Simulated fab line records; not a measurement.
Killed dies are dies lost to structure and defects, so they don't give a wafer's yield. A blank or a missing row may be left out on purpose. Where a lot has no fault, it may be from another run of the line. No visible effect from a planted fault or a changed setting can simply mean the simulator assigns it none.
fab line records    flow sky130
record lots=24  wafers=72  last_day=50
route steps=708 shown LDD_HVN@274 CONTACT@406 VIA1@470 METAL2@488 METAL3@566
lots that met no fault: taken from a fault-free run of the same line
start_h: hours from the record's opening day to when the first of the lot's shown wafers began    wait_h: hours since the lot's step before    " repeats the value in the row above    L1.1+2: one row covering several wafers at once    - no value, or no start given    * or withheld: withheld    < > ~ a bound
route shown NAME@n: names a module that has steps shown in the file, with the first one's number in the route    usual: mean and standard deviation over wafers with no fault    same: alike in all rows    chamber/n: place in a boat    sites: readings site by site    _std_site: how widely they spread, as a standard deviation    _edge_site: mean of outer sites minus mean of inner sites    radius_mm: for every site, how far away it sits from the centre of the wafer    mask NAME#n: copy n    behind: the last tool/chamber to shape the wafer    hold: what put the lot on hold/how long, in hours/how the hold closed    device: transistor that didn't switch, given as n, p or np    end of line: at the end of the route, the tests of the same wafers    a step given without rows: its recipe and nothing more    killed: the dies lost at the first sort to structure and to defects; this is not the yield of the wafer    map: shows each die of a wafer: x if killed, . if not, _ if none is there
set.NAME: the run value of the setting; set.NAME@STEP: its run value at that earlier step    model.NAME: the simulator's own value behind a step, which no gauge read
route steps across a sampled set of lots; one table per step, one row per wafer
services: the hour from which a tool's chamber was out of use, counted from the record's first day as start_h (under 0 if before that day), plus the number of hours and why
## steps
# step SKY_LDD_HVN_OVL_MEAS_07
# usual LDD_HVN_OVL=1.3/1.5
lot.wafer  tool        chamber  start_h  wait_h  LDD_HVN_OVL[nm]
L074.4     overlay-01  -        470.03   0.1     0.2
L074.5     "           -        "        "       -0.4
L074.6     "           -        "        "       1.1
L075.1     overlay-02  -        489.97   0.1     1.9
L075.2     "           -        "        "       1.6
L075.6     "           -        "        "       0.9
L076.1     overlay-01  -        502.92   0.1     0.8
L076.4     "           -        "        "       1.7
L076.6     "           -        "        "       3.3
L077.4     overlay-02  -        507.67   0.1     1.4
L077.5     "           -        "        "       1.0
L077.6     "           -        "        "       3.4
L078.2     overlay-02  -        509.06   0.1     -0.1
L078.5     "           -        "        "       -0.1
L078.6     "           -        "        "       -2.2
L079.2     overlay-02  -        528.96   0.1     1.1
L079.4     "           -        "        "       2.8
L079.6     "           -        "        "       2.0
L080.2     overlay-01  -        550.66   0.1     0.3
L080.4     "           -        "        "       0.6
L080.5     "           -        "        "       -0.1
L082.1     overlay-01  -        554.41   0.1     2.1
L082.5     "           -        "        "       2.2
L082.6     "           -        "        "       3.0
L081.3     overlay-02  -        555.17   0.1     0.5
L081.5     "           -        "        "       0.2
L081.6     "           -        "        "       -1.0
L083.2     overlay-02  -        560.86   0.1     1.8
L083.3     "           -        "        "       1.9
L083.4     "           -        "        "       1.8
L084.2     overlay-01  -        566.36   0.1     -0.8
L084.3     "           -        "        "       -0.8
L084.5     "           -        "        "       -2.1
L086.2     overlay-01  -        570.41   0.1     2.5
L086.4     "           -        "        "       3.5
L086.5     "           -        "        "       1.6
L087.1     overlay-01  -        577.16   0.1     0.8
L087.4     "           -        "        "       0.4
L087.6     "           -        "        "       0.7
L085.2     overlay-02  -        578.88   0.1     0.0
L085.3     "           -        "        "       0.0
L085.4     "           -        "        "       1.3
L088.1     overlay-01  -        592.07   0.1     3.4
L088.4     "           -        "        "       4.4
L088.5     "           -        "        "       3.4
L089.3     overlay-02  -        599.58   0.1     1.5
L089.4     "           -        "        "       0.3
L089.6     "           -        "        "       2.3
L090.3     overlay-02  -        602.37   0.1     1.6
L090.4     "           -        "        "       3.2
L090.5     "           -        "        "       1.5
L091.2     overlay-01  -        619.41   0.1     1.0
L091.3     "           -        "        "       0.4
L091.6     "           -        "        "       1.0
L092.3     overlay-02  -        626.08   0.1     1.2
L092.5     "           -        "        "       0.2
L092.6     "           -        "        "       3.4
L094.1     overlay-01  -        629.96   0.1     4.0
L094.3     "           -        "        "       4.1
L094.5     "           -        "        "       4.3
L093.1     overlay-01  -        634.06   0.1     2.5
L093.2     "           -        "        "       3.3
L093.4     "           -        "        "       2.0
L095.2     overlay-02  -        648.91   0.1     0.3
L095.3     "           -        "        "       -0.2
L095.5     "           -        "        "       1.8
L096.1     overlay-01  -        649.51   0.1     -0.3
L096.2     "           -        "        "       1.2
L096.4     "           -        "        "       1.9
L097.1     overlay-02  -        656.81   0.1     -2.3
L097.4     "           -        "        "       1.3
L097.5     "           -        "        "       0.4
# step SKY_CONTACT_CVD_00
# recipe material=Si3N4  target_thk_nm=75  temp_c=400  time_s=withheld  rf_w=450
# usual heater_power_w=633/90
lot.wafer  tool      chamber  start_h  wait_h  heater_power_w
L074.4     pecvd-03  2        713.05   0.0     480
L074.5     "         0        "        "       629
L074.6     "         1        "        "       546
L075.1     pecvd-03  2        726.91   0.0     547
L075.2     "         1        "        "       620
L075.6     "         1        "        "       632
L076.1     pecvd-03  1        740.61   0.0     587
L076.4     "         0        "        "       571
L076.6     "         1        "        "       593
L077.4     pecvd-01  0        744.48   0.0     617
L077.5     "         2        "        "       602
L077.6     "         1        "        "       633
L078.2     pecvd-03  0        745.47   0.0     647
L078.5     "         1        "        "       579
L078.6     "         0        "        "       652
L079.2     pecvd-04  2        763.85   0.0     746
L079.4     "         0        "        "       562
L079.6     "         2        "        "       750
L080.2     pecvd-03  1        783.07   0.0     534
L080.4     "         2        "        "       574
L080.5     "         1        "        "       546
L082.1     pecvd-04  2        784.19   0.0     820
L082.5     "         1        "        "       616
L082.6     "         2        "        "       818
L081.3     pecvd-03  0        788.07   0.0     646
L081.5     "         1        "        "       595
L081.6     "         2        "        "       562
L083.2     pecvd-01  1        793.12   0.0     694
L083.3     "         0        "        "       777
L083.4     "         2        "        "       599
L084.2     pecvd-04  1        804.77   0.0     644
L084.3     "         2        "        "       767
L084.5     "         1        "        "       641
L086.2     pecvd-03  2        806.82   0.0     562
L086.4     "         0        "        "       675
L086.5     "         1        "        "       573
L087.1     pecvd-01  1        808.62   0.0     699
L087.4     "         0        "        "       765
L087.6     "         1        "        "       685
L085.2     pecvd-04  2        808.68   0.0     921
L085.3     "         1        "        "       619
L085.4     "         0        "        "       657
L088.1     pecvd-01  0        819.98   0.0     734
L088.4     "         0        "        "       746
L088.5     "         2        "        "       581
L089.3     pecvd-04  2        828.20   0.0     895
L089.4     "         1        "        "       660
L089.6     "         2        "        "       912
L090.3     pecvd-01  0        829.94   0.0     790
L090.4     "         2        "        "       527
L090.5     "         0        "        "       634
L091.2     pecvd-04  0        846.07   0.0     648
L091.3     "         2        "        "       905
L091.6     "         2        "        "       720
L092.3     pecvd-01  1        854.03   0.0     600
L092.5     "         0        "        "       729
L092.6     "         2        "        "       614
L094.1     pecvd-03  1        856.98   0.0     587
L094.3     "         2        "        "       529
L094.5     "         1        "        "       592
L093.1     pecvd-01  0        859.13   0.0     630
L093.2     "         2        "        "       502
L093.4     "         2        "        "       508
L095.2     pecvd-04  1        870.85   0.0     606
L095.3     "         0        "        "       611
L095.5     "         1        "        "       620
L096.1     pecvd-03  0        872.49   0.0     542
L096.2     "         1        "        "       540
L096.4     "         0        "        "       569
L097.1     pecvd-01  0        880.20   0.0     750
L097.4     "         2        "        "       567
L097.5     "         0        "        "       739
# step SKY_VIA1_CD_MEAS_12
# recipe target_cd_nm=150
# usual cd_nm=150.6/1.5
lot.wafer  tool       chamber  start_h  wait_h  cd_nm
L074.4     cd_sem-02  -        798.37   -       152.1
L074.5     "          -        "        "       152.2
L074.6     "          -        "        "       152.6
L075.1     cd_sem-02  -        811.88   -       151.6
L075.2     "          -        "        "       151.6
L075.6     "          -        "        "       151.7
L076.1     cd_sem-02  -        825.66   -       148.3
L076.4     "          -        "        "       148.1
L076.6     "          -        "        "       147.6
L077.4     cd_sem-01  -        829.09   -       152.6
L077.5     "          -        "        "       152.7
L077.6     "          -        "        "       151.9
L078.2     cd_sem-01  -        831.55   -       149.5
L078.5     "          -        "        "       150.8
L078.6     "          -        "        "       151.0
L079.2     cd_sem-02  -        847.38   -       150.1
L079.4     "          -        "        "       151.8
L079.6     "          -        "        "       152.9
L080.2     cd_sem-01  -        865.38   -       149.8
L080.4     "          -        "        "       151.1
L080.5     "          -        "        "       149.5
L082.1     cd_sem-02  -        866.28   -       148.8
L082.5     "          -        "        "       150.4
L082.6     "          -        "        "       149.5
L081.3     cd_sem-02  -        870.90   -       150.1
L081.5     "          -        "        "       150.0
L081.6     "          -        "        "       150.0
L083.2     cd_sem-02  -        876.50   -       148.9
L083.3     "          -        "        "       148.8
L083.4     "          -        "        "       150.8
L084.2     cd_sem-01  -        886.60   -       150.2
L084.3     "          -        "        "       149.4
L084.5     "          -        "        "       150.2
L086.2     cd_sem-01  -        888.73   -       149.3
L086.4     "          -        "        "       151.1
L086.5     "          -        "        "       149.2
L087.1     cd_sem-02  -        890.48   -       148.0
L087.4     "          -        "        "       149.1
L087.6     "          -        "        "       147.2
L085.2     cd_sem-01  -        891.48   -       152.4
L085.3     "          -        "        "       152.2
L085.4     "          -        "        "       153.5
L088.1     cd_sem-02  -        900.73   -       152.8
L088.4     "          -        "        "       153.0
L088.5     "          -        "        "       154.8
L089.3     cd_sem-01  -        910.05   -       150.9
L089.4     "          -        "        "       150.9
L089.6     "          -        "        "       151.1
L090.3     cd_sem-02  -        910.70   -       149.8
L090.4     "          -        "        "       152.7
L090.5     "          -        "        "       150.2
L091.2     cd_sem-01  -        926.10   -       149.3
L091.3     "          -        "        "       152.8
L091.6     "          -        "        "       150.6
L092.3     cd_sem-01  -        933.92   -       150.9
L092.5     "          -        "        "       150.5
L092.6     "          -        "        "       151.0
L094.1     cd_sem-01  -        936.71   -       150.1
L094.3     "          -        "        "       150.0
L094.5     "          -        "        "       149.9
L093.1     cd_sem-02  -        938.36   -       149.7
L093.2     "          -        "        "       149.6
L093.4     "          -        "        "       148.9
L095.2     cd_sem-02  -        949.08   -       148.4
L095.3     "          -        "        "       150.2
L095.5     "          -        "        "       150.3
L097.1     cd_sem-02  -        958.53   -       150.9
L097.4     "          -        "        "       151.3
L097.5     "          -        "        "       152.3
L096.1     cd_sem-01  -        960.71   -       151.8
L096.2     "          -        "        "       150.7
L096.4     "          -        "        "       150.0
# step SKY_METAL2_RS_MEAS_05
# recipe thk_meas_gauge=four-point-probe  reads=TiN_of_METAL2_SPUTTER_04+Ti_of_METAL2_SPUTTER_03+AlCu_of_METAL2_SPUTTER_02+TiN_of_METAL2_SPUTTER_01+Ti_of_METAL2_SPUTTER_00
# usual METAL2_ALCU_RS=0.1278/0.0014
lot.wafer  tool           chamber  start_h  wait_h  METAL2_ALCU_RS[ohm/sq]
L074.4     film_metro-03  -        800.02   0.1     0.1301
L074.5     "              -        "        "       0.1304
L074.6     "              -        "        "       0.1303
L075.1     film_metro-02  -        813.52   0.0     0.1283
L075.2     "              -        "        "       0.1291
L075.6     "              -        "        "       0.1297
L076.1     film_metro-04  -        827.27   0.0     0.1268
L076.4     "              -        "        "       0.1284
L076.6     "              -        "        "       0.1270
L077.4     film_metro-02  -        830.70   0.1     0.1259
L077.5     "              -        "        "       0.1277
L077.6     "              -        "        "       0.1242
L078.2     film_metro-03  -        833.25   0.0     0.1276
L078.5     "              -        "        "       0.1282
L078.6     "              -        "        "       0.1290
L079.2     film_metro-03  -        848.99   0.0     0.1269
L079.4     "              -        "        "       0.1272
L079.6     "              -        "        "       0.1266
L080.2     film_metro-03  -        866.99   0.0     0.1259
L080.4     "              -        "        "       0.1254
L080.5     "              -        "        "       0.1267
L082.1     film_metro-02  -        867.89   0.0     0.1277
L082.5     "              -        "        "       0.1272
L082.6     "              -        "        "       0.1276
L081.3     film_metro-02  -        872.51   0.1     0.1271
L081.5     "              -        "        "       0.1274
L081.6     "              -        "        "       0.1290
L083.2     film_metro-03  -        878.11   0.0     0.1270
L083.3     "              -        "        "       0.1266
L083.4     "              -        "        "       0.1279
L084.2     film_metro-02  -        888.21   0.0     0.1275
L084.3     "              -        "        "       0.1266
L084.5     "              -        "        "       0.1263
L086.2     film_metro-02  -        890.34   0.0     0.1274
L086.4     "              -        "        "       0.1297
L086.5     "              -        "        "       0.1285
L087.1     film_metro-02  -        892.12   0.0     0.1278
L087.4     "              -        "        "       0.1268
L087.6     "              -        "        "       0.1266
L085.2     film_metro-02  -        893.12   0.0     0.1292
L085.3     "              -        "        "       0.1282
L085.4     "              -        "        "       0.1274
L088.1     film_metro-04  -        902.37   0.0     0.1262
L088.4     "              -        "        "       0.1273
L088.5     "              -        "        "       0.1268
L089.3     film_metro-02  -        911.66   0.1     0.1285
L089.4     "              -        "        "       0.1272
L089.6     "              -        "        "       0.1292
L090.3     film_metro-04  -        912.31   0.1     0.1266
L090.4     "              -        "        "       0.1262
L090.5     "              -        "        "       0.1263
L091.2     film_metro-02  -        927.71   0.0     0.1291
L091.3     "              -        "        "       0.1266
L091.6     "              -        "        "       0.1268
L092.3     film_metro-03  -        935.56   0.1     0.1280
L092.5     "              -        "        "       0.1276
L092.6     "              -        "        "       0.1302
L094.1     film_metro-02  -        938.32   0.0     0.1269
L094.3     "              -        "        "       0.1283
L094.5     "              -        "        "       0.1279
L093.1     film_metro-03  -        939.97   0.0     0.1300
L093.2     "              -        "        "       0.1302
L093.4     "              -        "        "       0.1297
L095.2     film_metro-03  -        950.69   0.0     0.1280
L095.3     "              -        "        "       0.1276
L095.5     "              -        "        "       0.1307
L097.1     film_metro-02  -        960.14   0.0     0.1291
L097.4     "              -        "        "       0.1306
L097.5     "              -        "        "       0.1270
L096.1     film_metro-03  -        962.36   0.0     0.1299
L096.2     "              -        "        "       0.1280
L096.4     "              -        "        "       0.1265
# step SKY_METAL3_ETCH_16
# recipe chemistry=N2/H2  target=BARC  ion_energy_ev=200  bias_w=100  pressure_mtorr=30  n2_flow_sccm=100  h2_flow_sccm=200  icp_w=500  stop_on=SiO2  time_s=92.27  target_depth_a=600
# usual drypump_motor_current_A=5.4/0.33  he_backside_leak_sccm=3.33/0.13  oes_product_au=0.623/0.0048  throttle_valve_pct=13.205/0.009
lot.wafer  tool          chamber  start_h  wait_h  drypump_motor_current_A  he_backside_leak_sccm  oes_product_au  rf_hours_counter_h  throttle_valve_pct
L074.4     rie_metal-03  0        908.73   0.0     5.6                      3.31                   0.622           -                   13.208
L074.5     "             0        "        "       5.6                      3.31                   0.628           -                   13.212
L074.6     "             1        "        "       5.7                      3.34                   0.614           -                   13.192
L075.1     rie_metal-04  0        920.47   0.0     5.3                      3.41                   0.625           11                  13.193
L075.2     "             1        "        "       5.6                      3.58                   0.621           17                  13.194
L075.6     "             1        "        "       5.6                      3.47                   0.633           -                   13.204
L076.1     rie_metal-02  1        934.93   0.1     5.0                      3.39                   0.621           4                   13.200
L076.4     "             1        "        "       5.0                      3.42                   0.623           -                   13.205
L076.6     "             1        "        "       5.0                      3.34                   0.636           -                   13.208
L077.4     rie_metal-02  1        936.70   0.1     5.0                      3.47                   0.631           -                   13.216
L077.5     "             1        "        "       5.0                      3.31                   0.626           -                   13.212
L077.6     "             1        "        "       5.0                      3.46                   0.628           -                   13.201
L078.2     rie_metal-02  1        938.58   0.1     5.0                      3.40                   0.626           -                   13.221
L078.5     "             1        "        "       5.0                      3.28                   0.625           -                   13.204
L078.6     "             1        "        "       5.0                      3.42                   0.627           -                   13.191
L079.2     rie_metal-02  0        952.50   0.0     5.7                      3.42                   0.625           0                   13.197
L079.4     "             0        "        "       5.7                      3.21                   0.622           -                   13.194
L079.6     "             0        "        "       5.7                      3.21                   0.629           -                   13.197
L080.2     rie_metal-04  0        969.75   0.0     5.3                      3.53                   0.619           13                  13.205
L080.4     "             0        "        "       5.3                      3.40                   0.619           -                   13.214
L080.5     "             1        "        "       5.6                      3.53                   0.621           -                   13.196
L082.1     rie_metal-03  0        970.10   0.0     5.6                      3.42                   0.623           18                  13.197
L082.5     "             0        "        "       5.6                      3.37                   0.624           -                   13.216
L082.6     "             1        "        "       5.7                      3.28                   0.626           -                   13.203
L081.3     rie_metal-03  1        973.95   0.0     5.7                      3.42                   0.631           -                   13.195
L081.5     "             1        "        "       5.7                      3.44                   0.624           -                   13.203
L081.6     "             0        "        "       5.7                      3.33                   0.624           -                   13.193
L083.2     rie_metal-02  1        980.80   0.0     5.0                      3.24                   0.629           6                   13.199
L083.3     "             1        "        "       5.0                      3.08                   0.621           -                   13.201
L083.4     "             0        "        "       5.7                      3.14                   0.620           -                   13.205
L084.2     rie_metal-02  1        988.95   0.0     5.0                      3.53                   0.628           7                   13.205
L084.3     "             1        "        "       5.0                      3.30                   0.622           -                   13.207
L084.5     "             0        "        "       5.7                      3.30                   0.624           -                   13.204
L086.2     rie_metal-03  1        992.35   0.0     5.7                      3.30                   0.619           10                  13.218
L086.4     "             0        "        "       5.6                      3.24                   0.622           -                   13.209
L086.5     "             1        "        "       5.7                      3.35                   0.625           -                   13.214
L087.1     rie_metal-02  1        993.47   0.0     5.0                      3.15                   0.627           7                   13.218
L087.4     "             0        "        "       5.7                      3.38                   0.622           -                   13.209
L087.6     "             0        "        "       5.7                      3.20                   0.626           -                   13.202
L085.2     rie_metal-02  1        994.75   0.0     5.0                      3.26                   0.622           7                   13.204
L085.3     "             0        "        "       5.7                      3.24                   0.630           -                   13.219
L085.4     "             1        "        "       5.0                      3.46                   0.614           -                   13.200
L088.1     rie_metal-02  0        1002.20  0.0     5.7                      3.41                   0.630           3                   13.209
L088.4     "             1        "        "       5.0                      3.19                   0.628           -                   13.199
L088.5     "             0        "        "       5.7                      3.28                   0.631           -                   13.203
L089.3     rie_metal-02  0        1010.48  0.0     5.7                      3.26                   0.630           -                   13.210
L089.4     "             1        "        "       5.0                      3.24                   0.614           -                   13.193
L089.6     "             1        "        "       5.0                      3.35                   0.624           -                   13.185
L090.3     rie_metal-02  0        1011.13  0.0     5.7                      3.11                   0.620           -                   13.204
L090.4     "             1        "        "       5.0                      3.24                   0.626           -                   13.189
L090.5     "             0        "        "       5.7                      3.04                   0.620           -                   13.219
L091.2     rie_metal-02  1        1026.40  0.0     5.0                      3.36                   0.619           9                   13.209
L091.3     "             0        "        "       5.7                      3.15                   0.631           -                   13.223
L091.6     "             0        "        "       5.7                      3.40                   0.620           -                   13.201
L092.3     rie_metal-02  0        1033.78  0.0     5.7                      3.43                   0.624           -                   13.230
L092.5     "             0        "        "       5.7                      3.59                   0.630           -                   13.198
L092.6     "             1        "        "       5.0                      3.14                   0.627           -                   13.207
L094.1     rie_metal-04  0        1036.15  0.0     5.3                      3.37                   0.619           17                  13.221
L094.3     "             0        "        "       5.3                      3.41                   0.624           -                   13.201
L094.5     "             0        "        "       5.3                      3.23                   0.622           -                   13.204
L093.1     rie_metal-04  1        1036.82  0.0     5.6                      3.53                   0.621           1                   13.213
L093.2     "             0        "        "       5.3                      3.29                   0.620           17                  13.196
L093.4     "             1        "        "       5.6                      3.48                   0.626           -                   13.210
L095.2     rie_metal-02  0        1047.17  0.0     5.8                      3.39                   0.634           5                   13.204
L095.3     "             1        "        "       5.0                      3.31                   0.625           -                   13.199
L095.5     "             1        "        "       5.0                      3.18                   0.625           -                   13.200
L097.1     rie_metal-02  1        1055.45  0.0     5.0                      3.15                   0.625           10                  13.202
L097.4     "             0        "        "       5.7                      3.30                   0.622           -                   13.203
L097.5     "             0        "        "       5.7                      3.11                   0.623           -                   13.208
L096.1     rie_metal-03  0        1056.27  0.0     5.6                      3.23                   0.622           23                  13.209
L096.2     "             1        "        "       5.7                      3.30                   0.623           15                  13.203
L096.4     "             0        "        "       5.6                      3.25                   0.634           -                   13.176
# step SKY_METAL3_STRIP_19
# recipe chemistry=O2/N2  power_w=1400  pressure_mtorr=1500  platen_temp_c=withheld  o2_flow_sccm=3000  n2_flow_sccm=300  overash_fraction=0.5
# usual drypump_motor_current_A=5.8/0.36  oes_product_au=0.501/0.0054  strip_time_to_endpoint_s=6.50/0.084
lot.wafer  tool             chamber  start_h  wait_h  drypump_motor_current_A  oes_product_au  rf_hours_counter_h  strip_time_to_endpoint_s
L074.4     plasma_asher-02  1        909.02   0.1     5.6                      0.503           -                   6.56
L074.5     "                1        "        "       5.6                      0.498           -                   6.51
L074.6     "                0        "        "       5.6                      0.515           -                   6.60
L075.1     plasma_asher-04  1        920.76   0.1     5.3                      0.502           19                  6.47
L075.2     "                0        "        "       6.0                      0.511           19                  6.63
L075.6     "                0        "        "       6.1                      0.502           -                   6.55
L076.1     plasma_asher-04  1        935.32   0.1     5.3                      0.495           20                  6.42
L076.4     "                0        "        "       6.0                      0.500           -                   6.55
L076.6     "                1        "        "       5.3                      0.494           -                   6.37
L077.4     plasma_asher-03  1        937.03   0.1     6.0                      0.497           -                   6.58
L077.5     "                1        "        "       6.0                      0.516           -                   6.60
L077.6     "                0        "        "       6.5                      0.505           -                   6.47
L078.2     plasma_asher-02  0        938.94   0.1     5.6                      0.498           51                  6.52
L078.5     "                0        "        "       5.6                      0.499           -                   6.50
L078.6     "                1        "        "       5.6                      0.507           -                   6.52
L079.2     plasma_asher-03  0        952.79   0.1     6.4                      0.508           114                 6.60
L079.4     "                1        "        "       6.0                      0.510           -                   6.62
L079.6     "                1        "        "       6.0                      0.503           -                   6.63
L080.2     plasma_asher-04  1        970.04   0.1     5.3                      0.493           24                  6.41
L080.4     "                1        "        "       5.3                      0.496           -                   6.40
L080.5     "                1        "        "       5.3                      0.496           -                   6.51
L082.1     plasma_asher-03  1        970.39   0.1     6.0                      0.495           116                 6.48
L082.5     "                0        "        "       6.5                      0.504           -                   6.50
L082.6     "                1        "        "       6.0                      0.502           -                   6.53
L081.3     plasma_asher-04  0        974.25   0.1     6.1                      0.495           -                   6.57
L081.5     "                1        "        "       5.3                      0.505           -                   6.60
L081.6     "                0        "        "       6.1                      0.497           -                   6.47
L083.2     plasma_asher-02  1        981.09   0.1     5.6                      0.500           55                  6.52
L083.3     "                1        "        "       5.6                      0.514           -                   6.55
L083.4     "                0        "        "       5.6                      0.501           -                   6.56
L084.2     plasma_asher-02  0        989.24   0.1     5.6                      0.499           55                  6.56
L084.3     "                0        "        "       5.6                      0.500           -                   6.50
L084.5     "                1        "        "       5.6                      0.503           -                   6.58
L086.2     plasma_asher-04  0        992.65   0.1     6.0                      0.495           26                  6.51
L086.4     "                1        "        "       5.3                      0.500           -                   6.53
L086.5     "                0        "        "       6.0                      0.507           -                   6.56
L087.1     plasma_asher-04  1        993.76   0.1     5.4                      0.495           26                  6.34
L087.4     "                1        "        "       5.4                      0.502           -                   6.55
L087.6     "                0        "        "       6.0                      0.513           -                   6.59
L085.2     plasma_asher-03  1        995.04   0.1     6.1                      0.502           118                 6.52
L085.3     "                0        "        "       6.5                      0.501           -                   6.53
L085.4     "                1        "        "       6.0                      0.488           -                   6.33
L088.1     plasma_asher-02  0        1002.49  0.1     5.6                      0.497           56                  6.36
L088.4     "                1        "        "       5.6                      0.508           -                   6.62
L088.5     "                0        "        "       5.6                      0.509           -                   6.58
L089.3     plasma_asher-04  0        1010.95  0.2     6.0                      0.499           -                   6.45
L089.4     "                1        "        "       5.3                      0.496           -                   6.47
L089.6     "                1        "        "       5.3                      0.508           -                   6.51
L090.3     plasma_asher-02  0        1011.43  0.1     5.6                      0.499           -                   6.43
L090.4     "                1        "        "       5.6                      0.492           -                   6.54
L090.5     "                1        "        "       5.6                      0.500           -                   6.61
L091.2     plasma_asher-03  0        1026.69  0.1     6.5                      0.496           122                 6.53
L091.3     "                1        "        "       6.1                      0.495           -                   6.60
L091.6     "                1        "        "       6.1                      0.507           -                   6.57
L092.3     plasma_asher-02  0        1034.08  0.1     5.6                      0.506           -                   6.64
L092.5     "                1        "        "       5.6                      0.510           -                   6.63
L092.6     "                0        "        "       5.6                      0.497           -                   6.37
L094.1     plasma_asher-02  1        1036.44  0.1     5.6                      0.498           60                  6.50
L094.3     "                1        "        "       5.6                      0.491           -                   6.34
L094.5     "                1        "        "       5.6                      0.494           -                   6.47
L093.1     plasma_asher-04  1        1037.11  0.1     5.4                      0.497           30                  6.55
L093.2     "                0        "        "       6.0                      0.503           30                  6.41
L093.4     "                0        "        "       6.1                      0.501           -                   6.37
L095.2     plasma_asher-04  1        1047.46  0.1     5.3                      0.494           31                  6.60
L095.3     "                1        "        "       5.3                      0.506           -                   6.57
L095.5     "                0        "        "       6.1                      0.492           -                   6.34
L097.1     plasma_asher-04  0        1055.74  0.1     6.0                      0.500           32                  6.53
L097.4     "                1        "        "       5.4                      0.499           -                   6.49
L097.5     "                1        "        "       5.3                      0.504           -                   6.53
L096.1     plasma_asher-04  0        1056.56  0.1     6.0                      0.496           32                  6.51
L096.2     "                1        "        "       5.3                      0.491           32                  6.35
L096.4     "                1        "        "       5.4                      0.503           -                   6.37
## services
tool             chamber  start_h  hours  kind
pecvd-03         -        710.20   0.7    repair
pecvd-04         -        715.01   14.6   pm
plasma_asher-02  -        722.65   2.8    pm
plasma_asher-04  -        733.75   9.0    pm
rie_metal-02     -        736.54   2.0    repair
pecvd-01         -        781.17   0.9    repair
pecvd-01         -        790.57   1.1    repair
pecvd-03         -        791.71   0.5    repair
pecvd-04         -        826.12   0.5    repair
rie_metal-02     -        833.35   2.8    pm
rie_metal-02     -        842.60   10.0   pm
pecvd-03         -        911.24   1.5    repair
plasma_asher-02  -        912.02   7.4    repair
pecvd-03         2        927.93   4.4    repair
pecvd-03         -        933.67   2.8    pm
pecvd-04         -        958.93   2.8    pm
pecvd-03         1        978.76   17.1   repair
plasma_asher-02  -        986.55   1.3    repair
plasma_asher-02  -        994.49   3.7    repair
plasma_asher-02  -        994.86   1.7    repair
pecvd-01         -        997.29   1.7    repair
pecvd-01         -        1033.78  15.2   repair
pecvd-03         2        1038.88  2.7    repair
pecvd-04         2        1049.18  9.2    repair
## key
fault none
